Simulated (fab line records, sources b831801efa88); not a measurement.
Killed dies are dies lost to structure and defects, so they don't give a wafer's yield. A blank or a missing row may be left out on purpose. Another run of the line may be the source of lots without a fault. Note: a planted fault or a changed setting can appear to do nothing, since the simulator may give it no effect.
8D (eight disciplines) problem report, filled in by code -- flow sfq_line -- the parts of the form that need people (team, actions taken, sign-off) are left out

## 1. WHAT IS WRONG
At SFQ_TRILAYER_M5_ETCH_METAL_ETCH_126, bias_w averages 89.78 W over 6 wafers from 2 lots, while fault-free wafers read 79.96 W, standard deviation 0.23. That is +43 standard deviations from the usual mean.
The step: etches Nb in Cl2/BCl3, stops on SiO2, time 203.2 s, target depth 265 nm.
First seen on wafer L652.1, day 56 23:19, on rie_metal-01. Wafers with a number at this step in the record: 42, from 14 lots. By rule, "out" or "out of limits" means more than 4 standard deviations away from the usual mean. All remaining wafers that have a number are taken as sound.

## 2. WHAT IT IS; WHAT IT IS NOT
question,is,is not
which readings at this step,bias_w,drypump_motor_current_A
which lots,"L652, L655","L641, L643, L645, L647, L650, L653, L657, L659, L660, L661, L662, L663"
which wafers of those lots,all that have a number,-
read on which tools,rie_metal-01,"rie_metal-02, rie_metal-03"
when,from day 56 23:19,"up to then (15 sound wafers); but 21 sound wafers of L653, L657, L659, L660, L661, L662, L663 came after"

## 3. THE SUSPECTS, EACH WITH WHAT RULES IT OUT
Counting: any tool at a process step up to the reading is kept as a suspect provided that every lot that is out went through it and no sound lot did after the first of them.
- rie_metal-01 at SFQ_TRILAYER_M5_ETCH_METAL_ETCH_126 (etches Nb in Cl2/BCl3, stops on SiO2, time 203.2 s, target depth 265 nm): ruled out as a lasting fault. Sound lots L661 ran on it after its first lot that is out, L652 (day 56 23:19).
Left after counting: nothing in the record.

## 4. THE CAUSE (what the simulator had put in)
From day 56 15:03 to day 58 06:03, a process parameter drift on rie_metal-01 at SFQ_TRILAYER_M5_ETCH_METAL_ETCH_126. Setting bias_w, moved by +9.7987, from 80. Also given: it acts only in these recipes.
Counting ruled it out, wrongly.

## 5. THE EFFECT CHAIN, in route order
One row per reading whose mean, taken over the struck wafers that have a number, lies over 3 standard deviations from the usual. Readings are gone through only where the record gives a usual standard deviation; hours: the median, over the lots, of the time from a lot's start at the first step in this table giving one to that lot's start at this step; sigmas: the change measured in usual standard deviations.
hours,step,reading,usual,on struck wafers,change,sigmas
0,SFQ_TRILAYER_M5_ETCH_METAL_ETCH_126,bias_w,79.96 W,89.78,+9.82,+43
Here are the process steps it includes:
- SFQ_TRILAYER_M5_ETCH_METAL_ETCH_126: etches Nb in Cl2/BCl3, stops on SiO2, time 203.2 s, target depth 265 nm.

## 6. WHAT WOULD HAVE CAUGHT IT SOONER
8 hours passed between the start of the fault at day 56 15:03 and the first reading out of limits in this record, taken at day 56 23:19.
